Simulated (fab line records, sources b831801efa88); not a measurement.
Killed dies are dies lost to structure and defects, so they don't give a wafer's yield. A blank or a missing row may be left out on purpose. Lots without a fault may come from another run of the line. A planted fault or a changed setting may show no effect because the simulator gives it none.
One fault seen from 2 desks | flow sky130 | each desk has only its own numbers; what lay behind them comes last

THE METROLOGY DESK
What the gauges read, lot by lot, whatever tool the lot ran on: means of the sampled wafers that have a number. A lot is out of limits, marked OUT, if its mean lies more than 4 standard deviations from the usual mean; the brackets give that distance.
Columns: A = CONTACT_W_RS at SKY_CONTACT_RS_MEAS_25, usual 0.337 ohm/sq; B = CONTACT_W_THK at SKY_CONTACT_THK_MEAS_26, usual 349 nm; C = VIA1_HDPCVD_THK at SKY_VIA1_THK_MEAS_01, usual 1038 nm
lot  | first seen here | A     | B   | C
L485 | day 31 19:40    | 0.333 | 361 | 1045
L486 | day 32 13:32    | 0.331 | 359 | 1038
L492 | day 34 12:13    | 0.334 | 356 | 999
L495 | day 34 13:58    | 0.332 | 358 | 999
L494 | day 35 01:20    | 0.332 | 353 | 1006
L496 | day 35 19:55    | 0.331 | 352 | 1043
L500 | day 36 21:46    | 0.343 | 344 | 1040
L501 | day 37 01:25    | 0.336 | 352 | 1039
L503 | day 38 07:04    | 0.345 | 339 | 1045
L504 | day 38 10:49    | 0.346 | 340 | 1026
L505 | day 38 11:43    | 0.334 | 353 | 1040
L506 | day 38 14:44    | 0.326 | 357 | 1021
This desk's finding: nothing out of limits on any of the 12 lots.

THE TOOL OWNER'S DESK: hdpcvd-01
The tool's own readings at SKY_VIA1_HDPCVD_00 (deposits SiO2, target thk 1030 nm, time 171.7 s): means of the sampled wafers that have a number, for each lot that ran on this tool. A lot is out of limits, marked OUT, if its mean lies more than 4 standard deviations from the usual mean; the brackets give that distance.
Columns: A = run_length_s at SKY_VIA1_HDPCVD_00, usual 199.3 s
lot  | first seen here | A
L485 | day 33 00:08    | 199.2
L486 | day 33 19:30    | 199.0
L492 | day 35 15:55    | 193.2 (-14) OUT
L495 | day 35 17:35    | 193.1 (-14) OUT
L494 | day 36 05:34    | 193.2 (-14) OUT
L505 | day 39 13:42    | 199.4
This desk's finding: out of limits on L492, L494, L495; first on L492, day 35 15:55 (run_length_s at SKY_VIA1_HDPCVD_00). In limits: L485, L486, L505.

PUT TOGETHER
The tool owner's desk could have raised an alarm at day 35 15:55, on L492, L494, L495.
The metrology desk saw nothing out of limits.
The metrology desk has L492, L494, L495 on record, within its limits.
Of the lots named, all ran SKY_VIA1_HDPCVD_00 on hdpcvd-01.

WHAT THE SIMULATOR HAD PUT IN
Process parameter drift: hdpcvd-01, from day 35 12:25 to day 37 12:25, at SKY_VIA1_HDPCVD_00. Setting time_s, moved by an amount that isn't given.
Lots struck among those shown: L492, L494, L495.
Hours from the fault's start to each desk's first reading out of limits: the tool owner's desk, 4.
